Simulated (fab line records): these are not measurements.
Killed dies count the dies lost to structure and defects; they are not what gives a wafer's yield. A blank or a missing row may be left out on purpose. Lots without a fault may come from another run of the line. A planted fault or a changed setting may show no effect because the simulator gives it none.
Which of the tools did it?	flow sfqLine	Sampling: 14 lots, 42 wafers, 2 of 325 route steps

== WHAT EACH GAUGE READ, for each wafer ==
SFQ_M4_RS_MEAS_924: uses a four-point probe to measure. Usual: for M4_NB_RS the level is 0.891 ohm/sq and the standard deviation is 0.0074.
lot	measured	on	M4_NB_RS (ohm/sq)	flag
L849	day 30 01:18	filmMetro-03	0.883 0.883 0.886	
L851	day 30 20:29	filmMetro-02	0.901 0.898 0.900	
L852	day 31 06:06	filmMetro-02	0.890 0.899 0.892	
L854	day 32 01:24	filmMetro-04	0.885 0.889 0.890	
L855	day 32 14:10	filmMetro-04	0.887 0.888 0.879	
L858	day 35 14:43	filmMetro-03	0.898 0.899 0.894	
L862	day 37 02:42	filmMetro-03	0.493 0.494 0.496	OFF
L863	day 37 17:05	filmMetro-02	0.494 0.499 0.497	OFF
L866	day 39 20:28	filmMetro-04	0.884 0.873 0.880	
L867	day 40 08:29	filmMetro-04	0.886 0.882 0.879	
L869	day 40 22:51	filmMetro-02	0.881 0.889 0.888	
L870	day 41 01:16	filmMetro-04	0.896 0.890 0.892	
L871	day 41 07:16	filmMetro-04	0.898 0.893 0.897	
L872	day 41 09:39	filmMetro-02	0.888 0.893 0.900	

== WHICH TOOL RAN EACH LOT (tool, then ch and the chambers of the sampled wafers, then the start) ==
lot	SFQ_TRILAYER_M4_DEP_SPUTTER_091
L849	pvdSputter-06, day 30 01:11
L851	pvdSputter-06, day 30 20:23
L852	pvdSputter-05, day 31 05:59
L854	pvdSputter-05, day 32 01:17
L855	pvdSputter-06, day 32 14:02
L858	pvdSputter-04, day 35 14:35
L862	pvdSputter-05, day 37 02:37
L863	pvdSputter-05, day 37 16:59
L866	pvdSputter-05, day 39 20:21
L867	pvdSputter-05, day 40 08:21
L869	pvdSputter-06, day 40 22:45
L870	pvdSputter-05, day 41 01:09
L871	pvdSputter-05, day 41 07:09
L872	pvdSputter-04, day 41 09:33
- SFQ_TRILAYER_M4_DEP_SPUTTER_091: material Nb, target thk 200 nm, time 133.3 s.

== AS READ BY THE TOOLS THEMSELVES (means over the sampled wafers that have a number; for cases with no such wafer, the mark the record gives instead) ==
SFQ_TRILAYER_M4_DEP_SPUTTER_091. Usual: substrateTempC 19.99 C, standard deviation 0.11; throttleValvePct 30.6 %, standard deviation 1.2.
lot	tool	substrateTempC (C)	throttleValvePct (%)	flag
L849	pvdSputter-06	20.07	30.5	
L851	pvdSputter-06	20.00	30.6	
L852	pvdSputter-05	19.95	29.9	
L854	pvdSputter-05	19.92	30.4	
L855	pvdSputter-06	20.01	29.8	
L858	pvdSputter-04	19.99	31.2	
L862	pvdSputter-05	20.01	30.5	
L863	pvdSputter-05	19.98	30.3	
L866	pvdSputter-05	20.05	29.9	
L867	pvdSputter-05	19.95	30.3	
L869	pvdSputter-06	19.90	29.7	
L870	pvdSputter-05	19.99	29.7	
L871	pvdSputter-05	20.08	29.8	
L872	pvdSputter-04	19.93	31.3	

== THE ANSWER, worked out from the rows above alone ==
Rule: take the mean of a lot's wafers that have a number; if it is more than 3 standard deviations from the usual mean, the lot is off. Also off: a lot with no number at a reading for which 4 or more lots have one. All remaining lots with rows at the step are treated as sound. The gauges are gone through in route order, then the tools' own readings, and for those a lot's mean is taken as printed above. At the first step where some lot is off, the reading lying furthest off is the one used; lots without a number count as furthest.
Off: at SFQ_M4_RS_MEAS_924 (M4_NB_RS), L862, L863.
If a tool, at a process step before that reading, ran all the lots that are off and no sound lot after the first of them, it fits. Gauges at SFQ_M4_RS_MEAS_924: tried the same way as those tools. None of those tried fits.

== WHAT THE SIMULATOR HAD PUT IN ==
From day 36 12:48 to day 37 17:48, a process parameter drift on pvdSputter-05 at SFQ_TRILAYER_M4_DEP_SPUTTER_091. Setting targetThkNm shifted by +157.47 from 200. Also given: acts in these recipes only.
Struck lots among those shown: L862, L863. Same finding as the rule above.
